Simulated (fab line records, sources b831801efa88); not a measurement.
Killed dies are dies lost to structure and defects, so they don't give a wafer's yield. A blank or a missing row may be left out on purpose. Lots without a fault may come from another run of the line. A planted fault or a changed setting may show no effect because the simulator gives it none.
Chamber matching | flow gf180mcu | GF_V4_CMP_26 on cmp-02: 4 sister chambers
The step polishes, stops on SiO2, t overpolish 15 s, target thk 0 nm. 4 wafers are shown with their chamber, then 7 later ones without.

WAFERS WITH THEIR CHAMBER
wafer  | chamber | motor_current_A (A)
L564.5 | 1       | 10.5
L564.6 | 0       | 9.6
L567.1 | 2       | 9.7
L567.3 | 3       | 10.1

WAFERS WITHOUT THEIR CHAMBER
wafer  | motor_current_A (A)
L567.4 | 9.4
L569.4 | 10.4
L569.5 | 10.9
L569.6 | 9.7
L573.1 | 9.7
L573.4 | 11.1
L578.6 | 10.9

WHICH CHAMBER EACH WENT THROUGH
wafer  | from the rows above          | in truth
L567.4 | can't be placed: 0 or 2 or 3 | 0
L569.4 | can't be placed: 1 or 3 or 2 | 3
L569.5 | can't be placed: 1 or 3      | 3
L569.6 | can't be placed: 2 or 0 or 3 | 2
L573.1 | can't be placed: 2 or 0 or 3 | 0
L573.4 | can't be placed: 1 or 3      | 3
L578.6 | can't be placed: 1 or 3      | 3
Placed correctly: 0 of 7. Can't be placed from these rows: 7 (the true chamber is among the candidates in 7). Placed wrongly: 0.
How it was worked out, from the rows above alone: a wafer's distance from a chamber is the root of the sum, over the readings, of the square of ((its reading less the chamber's mean) divided by the reading's scatter). The wafer belongs to the nearest chamber; if the next one is less than 2 further off, it can't be placed. A chamber's mean is the mean of its shown wafers. The scatter: with one shown wafer a chamber, the root of the mean of the squares of how far each hidden wafer lies from its nearest shown one.
